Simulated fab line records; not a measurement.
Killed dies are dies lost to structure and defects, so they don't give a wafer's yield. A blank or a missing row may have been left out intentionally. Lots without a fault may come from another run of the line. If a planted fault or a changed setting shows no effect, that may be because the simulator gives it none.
fab line records | flow gf180mcu
record: lots: 15 wafers: 45 last-day: 34
route steps=602 shown V2@403 M4@457 V4@489 MIM@503
lots untouched by any fault: they come from a run of this same line in which no faults occurred
start-h: hours from the record's first day to the start of the lot's first wafer shown | wait-h: time in hours since the lot's previous step | " identical to the entry in the row above | L1.1+2: a row that stands for several wafers | - no value, or no start given | * or withheld: withheld | < > ~ a bound
route shown NAME@n: a module of which the file shows steps, and the number in the route of the first | usual: mean/standard deviation taken from wafers without a fault | same: alike in all rows | chamber/n: place in a boat | sites: per-site readings | _std_site: standard deviation across them | _edge_site: the outer-site mean with the inner-site mean subtracted | radius-mm: how far each site lies from the wafer's centre | mask NAME#n: copy n | behind: the most recent tool/chamber to have shaped the wafer | hold: the reason the lot was held/the length of the hold in hours/how it ended | device: the transistor (n, p or np) that didn't switch | end of line: tests run on the same wafers once the route is complete | where a step has no rows: the recipe by itself | killed: the dies lost at the first sort to structure and to defects; this is not the yield of the wafer | map: the dies of a wafer, with x for killed, . for not killed, _ for no die there
set.NAME: the setting as run; set.NAME@STEP: as run at that earlier step | model.NAME: the simulator's own value behind a step, which no gauge read
one table for each step of the route and one row for each wafer, over a sample of lots
services: the hour from which a tool's chamber was out of use, counted from the record's first day as start-h (under 0 if before that day), plus the number of hours and why
== steps ==
step: GF_V2_SPUTTER_21
recipe: material: Ti target-thk-nm: 15 chamber-pressure-pa: 5 power-w: 2500 substrate-temp-c: 200 time-s: 80.02
usual: cathode-dc-power-W: 2500.0/0.46 throttle-valve-pct: 30.5/1.1
columns lot.wafer tool chamber start-h wait-h cathode-dc-power-W throttle-valve-pct
L636.1 pvd-sputter-03 - 466.32 0.0 2500.2 29.8
L636.5 " - " " 2499.8 28.9
L636.6 " - " " 2500.3 29.9
L637.1 pvd-sputter-04 - 479.74 0.0 2499.2 30.0
L637.2 " - " " 2500.6 29.1
L637.5 " - " " 2499.6 29.0
L638.1 pvd-sputter-02 - 484.21 0.0 2499.6 30.6
L638.3 " - " " 2500.0 31.2
L638.5 " - " " 2500.3 31.2
L640.1 pvd-sputter-02 - 504.60 0.0 2500.1 31.4
L640.3 " - " " 2500.2 30.7
L640.6 " - " " 2500.1 32.9
L641.1 pvd-sputter-03 - 510.88 0.0 2500.6 30.1
L641.2 " - " " 2499.9 30.1
L641.6 " - " " 2500.2 29.9
L643.2 pvd-sputter-03 - 538.56 0.0 2499.5 29.9
L643.4 " - " " 2499.9 30.2
L643.5 " - " " 2499.7 29.7
L645.2 pvd-sputter-02 - 552.25 0.0 2500.5 32.8
L645.3 " - " " 2500.9 31.5
L645.6 " - " " 2499.5 32.8
L652.1 pvd-sputter-03 - 604.02 0.0 2499.6 29.9
L652.2 " - " " 2499.7 29.8
L652.6 " - " " 2499.9 29.6
L653.3 pvd-sputter-02 - 607.79 0.0 2500.1 31.4
L653.5 " - " " 2499.4 30.9
L653.6 " - " " 2501.2 31.0
L654.1 pvd-sputter-02 - 626.12 0.0 2499.4 31.3
L654.2 " - " " 2500.2 30.6
L654.6 " - " " 2499.9 31.0
L655.2 pvd-sputter-04 - 626.49 0.0 2500.0 28.8
L655.5 " - " " 2500.8 30.1
L655.6 " - " " 2500.7 29.9
L656.3 pvd-sputter-02 - 631.64 0.0 2500.6 30.6
L656.4 " - " " 2499.5 31.2
L656.6 " - " " 2499.7 30.6
L658.1 pvd-sputter-04 - 643.75 0.0 2500.2 29.7
L658.4 " - " " 2500.7 30.1
L658.5 " - " " 2500.3 29.8
L657.2 pvd-sputter-02 - 647.63 0.0 2500.0 33.0
L657.3 " - " " 2500.3 30.6
L657.6 " - " " 2499.2 31.0
L659.1 pvd-sputter-02 - 653.40 0.0 2499.8 31.4
L659.4 " - " " 2499.1 32.9
L659.6 " - " " 2499.5 32.8
step: GF_M4_SPUTTER_01
recipe: material: TiN target-thk-nm: 30 power-w: 6500 time-s: 25 chamber-pressure-pa: 0.4
usual: cathode-dc-power-W: 6500.0/1.2 throttle-valve-pct: 30.2/1.1
columns lot.wafer tool chamber start-h wait-h cathode-dc-power-W throttle-valve-pct
L636.1 pvd-sputter-04 - 517.08 0.1 6501.6 29.5
L636.5 " - " " 6502.7 29.0
L636.6 " - " " 6497.3 31.4
L637.1 pvd-sputter-02 - 531.11 0.1 6501.0 31.2
L637.2 " - " " 6498.8 31.1
L637.5 " - " " 6500.1 30.4
L638.1 pvd-sputter-04 - 534.60 0.1 6498.8 28.9
L638.3 " - " " 6500.3 30.9
L638.5 " - " " 6497.4 31.4
L640.1 pvd-sputter-02 - 553.39 0.1 6500.4 30.6
L640.3 " - " " 6500.7 31.0
L640.6 " - " " 6497.7 31.1
L641.1 pvd-sputter-01 - 560.90 0.1 6498.8 29.8
L641.2 " - " " 6502.7 30.0
L641.6 " - " " 6498.9 30.0
L643.2 pvd-sputter-04 - 586.89 0.1 6501.0 29.0
L643.4 " - " " 6500.1 30.9
L643.5 " - " " 6499.6 29.9
L645.2 pvd-sputter-02 - 598.97 0.1 6498.5 31.2
L645.3 " - " " 6502.0 31.0
L645.6 " - " " 6498.8 32.8
L652.1 pvd-sputter-04 - 649.12 0.1 6502.1 29.6
L652.2 " - " " 6500.2 30.7
L652.6 " - " " 6500.4 28.9
L653.3 pvd-sputter-04 - 652.32 0.1 6501.1 30.3
L653.5 " - " " 6500.6 29.0
L653.6 " - " " 6500.1 30.1
L654.1 pvd-sputter-01 - 669.42 0.1 6497.9 30.7
L654.2 " - " " 6501.2 28.2
L654.6 " - " " 6500.5 29.7
L655.2 pvd-sputter-01 - 670.43 0.1 6501.3 30.2
L655.5 " - " " 6501.2 27.8
L655.6 " - " " 6501.1 30.0
L656.3 pvd-sputter-04 - 674.37 0.1 6500.6 30.9
L656.4 " - " " 6499.4 29.0
L656.6 " - " " 6498.5 29.9
L658.1 pvd-sputter-02 - 685.51 0.1 6499.7 31.2
L658.4 " - " " 6499.7 31.1
L658.5 " - " " 6500.2 31.4
L657.2 pvd-sputter-01 - 689.54 0.1 6500.1 29.6
L657.3 " - " " 6500.0 28.5
L657.6 " - " " 6501.3 30.2
L659.1 pvd-sputter-04 - 694.96 0.1 6501.4 30.0
L659.4 " - " " 6500.5 28.8
L659.6 " - " " 6499.7 29.8
step: GF_V4_DEVELOP_13
recipe: develop-time-s: 60 resist: KrF dev-temp-c: 21
usual: chill-plate-temp-C: 22.99/0.097 develop-time-s: 60/0
columns lot.wafer tool chamber start-h wait-h chill-plate-temp-C develop-time-s
L636.1 litho-track-02 0 563.61 0.2 22.95 60
L636.5 " 0 " " 23.11 60
L636.6 " 0 " " 23.06 60
L637.1 litho-track-02 0 576.91 0.2 22.98 60
L637.2 " 0 " " 23.16 60
L637.5 " 0 " " 23.11 60
L638.1 litho-track-02 0 580.86 0.2 22.93 60
L638.3 " 0 " " 22.96 60
L638.5 " 0 " " 22.93 60
L640.1 litho-track-04 0 598.73 0.2 22.93 60
L640.3 " 0 " " 23.02 60
L640.6 " 0 " " 22.83 60
L641.1 litho-track-04 0 605.78 0.2 22.93 60
L641.2 " 0 " " 22.79 60
L641.6 " 0 " " 22.84 60
L643.2 litho-track-01 0 629.45 0.2 23.11 60
L643.4 " 0 " " 22.93 60
L643.5 " 0 " " 23.09 60
L645.2 litho-track-04 0 641.41 0.2 23.00 60
L645.3 " 0 " " 22.86 60
L645.6 " 0 " " 23.04 60
L652.1 litho-track-01 - 689.63 0.2 - -
L652.2 " - " " - -
L652.6 " - " " - -
L653.3 litho-track-02 - 691.56 0.1 - -
L653.5 " - " " - -
L653.6 " - " " - -
L654.1 litho-track-01 - 708.93 0.2 - -
L654.2 " - " " - -
L654.6 " - " " - -
L655.2 litho-track-02 0 709.83 0.2 23.12 60
L655.5 " 0 " " 23.15 60
L655.6 " 0 " " 23.07 60
L656.3 litho-track-02 0 712.31 0.1 22.98 60
L656.4 " 0 " " 23.02 60
L656.6 " 0 " " 22.96 60
L658.1 litho-track-01 0 724.08 0.2 22.98 60
L658.4 " 0 " " 22.92 60
L658.5 " 0 " " 23.16 60
L657.2 litho-track-01 0 726.85 0.2 23.01 60
L657.3 " 0 " " 23.03 60
L657.6 " 0 " " 22.91 60
L659.1 litho-track-01 0 732.63 0.2 22.92 60
L659.4 " 0 " " 23.00 60
L659.6 " 0 " " 23.03 60
step: GF_MIM_SPUTTER_00
recipe: material: Ti target-thk-nm: 37.5 arriving-ion-energy-ev: 80 substrate-temp-c: 200 chamber-pressure-pa: 2 power-w: 4000 time-s: 150
usual: cathode-dc-power-W: 4000.0/0.75 throttle-valve-pct: 29.7/0.67
columns lot.wafer tool chamber start-h wait-h cathode-dc-power-W throttle-valve-pct
L636.1 pvd-sputter-03 - 565.30 0.1 4000.3 30.0
L636.5 " - " " 4000.0 28.9
L636.6 " - " " 4001.2 29.4
L637.1 pvd-sputter-04 - 578.57 0.1 4001.5 30.1
L637.2 " - " " 4000.1 28.8
L637.5 " - " " 4000.2 29.9
L638.1 pvd-sputter-03 - 582.64 0.2 3999.8 30.0
L638.3 " - " " 3998.6 28.9
L638.5 " - " " 4000.2 29.7
L640.1 pvd-sputter-03 - 600.74 0.2 4000.4 29.8
L640.3 " - " " 3999.4 29.0
L640.6 " - " " 3999.5 29.9
L641.1 pvd-sputter-03 - 607.44 0.1 3999.6 30.1
L641.2 " - " " 3999.8 28.9
L641.6 " - " " 3999.5 29.8
L643.2 pvd-sputter-01 - 631.12 0.2 4000.6 30.8
L643.4 " - " " 4001.0 28.4
L643.5 " - " " 3999.1 30.5
L645.2 pvd-sputter-03 - 643.04 0.2 3999.9 29.0
L645.3 " - " " 3999.7 29.9
L645.6 " - " " 4001.0 29.1
L655.2 pvd-sputter-03 - 711.50 0.2 4000.6 30.0
L655.5 " - " " 4000.2 29.8
L655.6 " - " " 3999.9 29.2
L656.3 pvd-sputter-03 - 713.93 0.1 3999.2 29.7
L656.4 " - " " 3999.9 29.0
L656.6 " - " " 4000.6 29.6
L658.1 pvd-sputter-03 - 725.88 0.1 3998.9 30.0
L658.4 " - " " 3999.5 28.9
L658.5 " - " " 3999.9 29.0
L657.2 pvd-sputter-04 - 728.49 0.1 4000.7 29.0
L657.3 " - " " 3999.3 31.2
L657.6 " - " " 3999.7 29.7
L659.1 pvd-sputter-01 - 734.29 0.1 3999.6 29.7
L659.4 " - " " 3999.6 30.9
L659.6 " - " " 4000.2 29.9
== services ==
columns tool chamber start-h hours kind
pvd-sputter-01 - 456.39 1.3 repair
pvd-sputter-02 - 457.59 5.3 repair
pvd-sputter-02 - 470.42 1.7 repair
pvd-sputter-02 - 557.46 0.6 repair
pvd-sputter-01 - 577.60 3.2 repair
pvd-sputter-03 - 585.05 1.3 repair
pvd-sputter-04 - 615.35 2.1 repair
pvd-sputter-02 - 666.39 6.1 repair
pvd-sputter-03 - 683.27 4.5 repair
pvd-sputter-04 - 688.97 2.9 repair
== key ==
first-sign: step: GF_V4_DEVELOP_13 reading: tool-record direction: missing
effect none on later readings
met-at GF_V4_DEVELOP_13
struck-lots L652,L653,L654
later-rows-left-out L652.1,L652.2,L652.6,L653.3,L653.5,L653.6,L654.1,L654.2,L654.6
sort-left-out L652.1,L652.2,L652.6,L653.3,L653.5,L653.6,L654.1,L654.2,L654.6
not-acting-at GF_V2_SPUTTER_21,GF_M4_SPUTTER_01,GF_MIM_SPUTTER_00
onset-between 629.45 689.63
fault: kind: skipped-step-whole tool: litho-track-01,litho-track-02 chamber: - onset-h: 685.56 steps: GF_V4_DEVELOP_13 scope: struck-lots-only
sort-left-out: the simulated sort isn't trusted on such a fault, so these wafers' sort isn't shown, and their yield isn't known
later-rows-left-out: the simulator's readings of these wafers behind a module that went badly wrong aren't trusted and aren't shown, but for the sort
